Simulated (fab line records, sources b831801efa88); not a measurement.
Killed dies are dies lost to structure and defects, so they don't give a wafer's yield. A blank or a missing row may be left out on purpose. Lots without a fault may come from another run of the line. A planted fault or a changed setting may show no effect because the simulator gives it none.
Problem report in the 8D (eight disciplines) form, filled by code | flow gf180mcu | the parts of the form that need people (team, actions taken, sign-off) are left out

1. THE PROBLEM
dose_ions_cm2 at GF_HV_LDD_IMPLANT_48 reads a mean of 3e+13 on 6 wafers of 2 lots; wafers without a fault read 3e+13 with a standard deviation of 3.7e+10. That is +15 standard deviations from the usual mean.
First seen on wafer L402.1, day 17 23:46, on implanter-02. The record holds 18 wafers of 6 lots with a number at this step. Rule for "out", or "out of limits": more than 4 standard deviations from the usual mean. The other wafers with a number count as sound.

2. WHAT IT IS AND WHAT IT IS NOT
question                    | is                     | is not
which readings at this step | dose_ions_cm2          | -
which lots                  | L402, L403             | L390, L391, L407, L408
which wafers of those lots  | all that have a number | -
read on which tools         | implanter-02           | implanter-03, implanter-04
when                        | from day 17 23:46      | up to then (6 sound wafers); but 6 sound wafers of L407, L408 came after

3. SUSPECTS, AND WHAT RULES EACH OUT
Counting: a tool at a process step up to the reading stays a suspect if it ran every lot that is out and no sound lot after the first of them.
- implanter-02 at GF_HV_LDD_IMPLANT_48: kept. It ran every lot that is out, first L402 (day 17 23:46), and no sound lot after that; its last sound lot up to then is L390 (day 14 01:41). Its own readings are out on those wafers: dose_ions_cm2.
Left after counting: implanter-02 at GF_HV_LDD_IMPLANT_48.

4. THE CAUSE (what the simulator had put in)
Process parameter drift: implanter-02, from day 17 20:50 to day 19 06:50, at GF_HV_LDD_IMPLANT_48. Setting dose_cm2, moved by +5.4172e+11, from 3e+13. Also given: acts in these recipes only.
Counting left only this tool.

5. THE CHAIN OF EFFECTS, in route order
Each row: a reading whose mean over the struck wafers that have a number lies more than 3 standard deviations from the usual. Only readings for which the record gives a usual standard deviation are gone through. hours: the time from each lot's start at the first step in this table that gives one to its start at this step, as a median over the lots. sigmas: the change in usual standard deviations.
hours | step                 | reading       | usual | on struck wafers | change | sigmas
0     | GF_HV_LDD_IMPLANT_48 | dose_ions_cm2 | 3e+13 | 3e+13            | +5e+11 | +15
The process steps in it:
- GF_HV_LDD_IMPLANT_48

6. WHAT WOULD HAVE CAUGHT IT SOONER
In this record the first reading out of limits was taken at day 17 23:46, 3 hours after the fault began at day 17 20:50.
